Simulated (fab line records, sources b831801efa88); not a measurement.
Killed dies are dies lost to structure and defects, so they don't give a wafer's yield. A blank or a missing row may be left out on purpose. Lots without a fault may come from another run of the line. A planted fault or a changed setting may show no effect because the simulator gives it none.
Tool commonality check | flow sky130 | 13 lots, 39 wafers sampled

WHY IT WAS OPENED
At SKY_VT_ADJUST_LVTN_TW_MEAS_10 the reading VT_ADJUST_LVTN_TW is flagged on 1 of 13 lots. Wafers without a fault read 242.9, standard deviation 1.6.
Rule: a lot is flagged when every wafer of it that has a number lies more than 4 standard deviations from that mean, or none has a number. The other lots count as sound.

lot  | measured     | on            | VT_ADJUST_LVTN_TW, wafer by wafer | flag
L763 | day 6 23:29  | film_metro-04 | 240.6 240.5 240.7                 |
L764 | day 7 09:57  | film_metro-01 | 242.5 242.6 241.0                 |
L767 | day 8 09:26  | film_metro-01 | 242.8 243.4 243.4                 |
L768 | day 8 16:22  | film_metro-01 | 243.9 244.6 243.5                 |
L769 | day 8 21:25  | film_metro-03 | 245.4 246.3 245.3                 |
L770 | day 8 23:52  | film_metro-01 | 243.8 244.1 243.5                 |
L771 | day 9 06:10  | film_metro-01 | 240.8 241.4 242.8                 |
L772 | day 9 14:16  | film_metro-03 | 241.4 239.4 238.7                 |
L774 | day 10 07:26 | film_metro-04 | 240.6 242.0 243.6                 |
L776 | day 10 21:32 | film_metro-01 | 30.2 30.0 30.1                    | FLAGGED
L779 | day 11 11:43 | film_metro-01 | 242.4 243.6 242.7                 |
L781 | day 12 03:17 | film_metro-03 | 243.8 242.9 242.4                 |
L785 | day 13 04:58 | film_metro-04 | 243.1 241.8 240.8                 |
The numbers of the flagged lots are 30.1 on average: -212.8 against the usual, or -99 or more standard deviations.

WHICH TOOL RAN EACH LOT
The record holds 1 process step before the reading, out of a route of 708 steps. In each cell: the tool, then ch and the chambers that the sampled wafers went through, then the start.
lot  | flag    | SKY_VT_ADJUST_LVTN_EXPOSE_04
L763 |         | iline_stepper-02 ch 0, day 6 14:12
L764 |         | iline_stepper-02 ch 0, day 7 00:10
L767 |         | iline_stepper-02 ch 0, day 7 23:12
L768 |         | iline_stepper-01 ch 0, day 8 05:20
L769 |         | iline_stepper-01 ch 0, day 8 11:03
L770 |         | iline_stepper-02 ch 0, day 8 13:12
L771 |         | iline_stepper-02 ch 0, day 8 19:08
L772 |         | iline_stepper-01 ch 0, day 9 03:16
L774 |         | iline_stepper-02 ch 0, day 9 20:07
L776 | FLAGGED | iline_stepper-01 ch 0, day 10 10:16
L779 |         | iline_stepper-01 ch 0, day 10 23:59
L781 |         | iline_stepper-01 ch 0, day 11 15:03
L785 |         | iline_stepper-02 ch 0, day 12 16:04
What these steps do:
- SKY_VT_ADJUST_LVTN_EXPOSE_04: exposes mask NWM COMPLEMENT LESS NATIVE, target cd 840 nm.
- SKY_VT_ADJUST_LVTN_TW_MEAS_10

FLAGGED OVER TOTAL, TOOL BY TOOL (the gauges that took the reading come last)
step                          | tool             | lots run | flagged | share of the flagged lots | sound lots run after its first flagged lot
SKY_VT_ADJUST_LVTN_EXPOSE_04  | iline_stepper-01 | 6        | 1       | all                       | 2 (L779,L781)
SKY_VT_ADJUST_LVTN_EXPOSE_04  | iline_stepper-02 | 7        | 0       | none                      | -
SKY_VT_ADJUST_LVTN_TW_MEAS_10 | film_metro-01    | 7        | 1       | all                       | 1 (L779)
SKY_VT_ADJUST_LVTN_TW_MEAS_10 | film_metro-03    | 3        | 0       | none                      | -
SKY_VT_ADJUST_LVTN_TW_MEAS_10 | film_metro-04    | 3        | 0       | none                      | -

WHAT THE TABLE ALLOWS
2 rows of the table ran every flagged lot: iline_stepper-01 at SKY_VT_ADJUST_LVTN_EXPOSE_04, film_metro-01 at SKY_VT_ADJUST_LVTN_TW_MEAS_10.
- iline_stepper-01 at SKY_VT_ADJUST_LVTN_EXPOSE_04: 1 of its 6 lots flagged. Sound lots ran on it after the first flagged one (L779, L781), which a lasting fault on the whole tool wouldn't allow.
- film_metro-01 at SKY_VT_ADJUST_LVTN_TW_MEAS_10: 1 of its 7 lots flagged. Sound lots ran on it after the first flagged one (L779), which a lasting fault on the whole tool wouldn't allow.
No row of the table ran every flagged lot and no sound lot after the first.

WHAT THE SIMULATOR HAD PUT IN
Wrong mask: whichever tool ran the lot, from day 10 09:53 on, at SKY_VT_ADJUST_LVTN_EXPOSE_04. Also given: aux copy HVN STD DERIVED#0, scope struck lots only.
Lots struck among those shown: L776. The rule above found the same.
